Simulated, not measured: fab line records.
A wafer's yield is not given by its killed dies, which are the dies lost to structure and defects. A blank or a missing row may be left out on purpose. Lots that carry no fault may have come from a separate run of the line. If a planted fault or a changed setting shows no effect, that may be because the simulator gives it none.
A single fault, viewed from 2 desks -- flow sfq_line -- each desk has only its own numbers; what lay behind them comes last

== THE TOOL OWNER'S DESK: pvd_sputter-04 ==
The tool's own readings at SFQ_TRILAYER_JJ_TRILAYER_DEP_SPUTTER_112 (material Nb, target thk 170 nm, time 113.3 s): means of the sampled wafers that have a number, for each lot that ran on this tool. Any lot whose mean is over 4 standard deviations away from the usual mean is out of limits and marked OUT; that distance is given in the brackets.
Columns: A = throttle_valve_pct at SFQ_TRILAYER_JJ_TRILAYER_DEP_SPUTTER_112, usual 30.2 %
lot,first seen here,A
L132,day 51 23:43,30.5
L137,day 55 07:17,30.6
L138,day 55 13:10,30.4
L140,day 56 13:10,30.5
This desk's verdict: no lot among the 4 shows anything out of limits.

== FROM THE METROLOGY DESK ==
Lot by lot, what the gauges showed, no matter which tool ran the lot: averages of those sampled wafers that carry a number. Any lot whose mean is over 4 standard deviations away from the usual mean is out of limits and marked OUT; that distance is given in the brackets.
Columns: A = JJ_NB_RS at SFQ_JJ_RS_MEAS_929, usual 1.049 ohm/sq; B = I7_BOW at SFQ_I7_BOW_MEAS_946, usual 8 um; C = M8_AU_RS at SFQ_M8_RS_MEAS_949, usual 0.1526 ohm/sq
lot,first seen here,A,B,C
L126,day 45 06:41,1.021,16,0.1542
L127,day 45 17:16,1.081,-4,0.1527
L129,day 51 09:07,1.056,7,0.1521
L130,day 51 15:04,1.045,4,0.1549
L131,day 51 21:23,1.040,12,0.1510
L132,day 51 23:49,1.041,13,0.1535
L133,day 52 11:51,1.049,20,0.1538
L134,day 53 13:04,1.045,11,0.1510
L137,day 55 07:23,1.039,8,0.1525
L138,day 55 13:16,1.102 (+4.4) OUT,15,0.1554
L140,day 56 13:14,1.120 (+5.9) OUT,1,0.1539
L144,day 58 01:52,1.040,2,0.1526
L145,day 58 03:38,1.056,3,0.1507
L149,day 64 13:08,1.045,7,0.1517
This desk's result: L138, L140 out of limits, first on L138 (JJ_NB_RS at SFQ_JJ_RS_MEAS_929), day 55 13:16. L126, L127, L129, L130, L131, L132, L133, L134, L137, L144, L145, L149: within limits.

== TAKEN TOGETHER ==
An alarm was possible from the metrology desk at day 55 13:16, on L138, L140.
Nothing out of limits was seen by the tool owner's desk.
Tool owner's desk: L138, L140 on record, inside its limits.
The lots listed all ran SFQ_TRILAYER_JJ_TRILAYER_DEP_SPUTTER_112 on pvd_sputter-04.

== WHAT THE SIMULATOR HAD PUT IN ==
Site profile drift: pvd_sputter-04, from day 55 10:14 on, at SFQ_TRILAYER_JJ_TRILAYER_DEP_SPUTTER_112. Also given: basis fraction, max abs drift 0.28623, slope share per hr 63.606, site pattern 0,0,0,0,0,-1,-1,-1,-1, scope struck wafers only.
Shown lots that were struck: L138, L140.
Per desk, hours elapsed from the start of the fault to the first reading out of limits: for the metrology desk, 3.
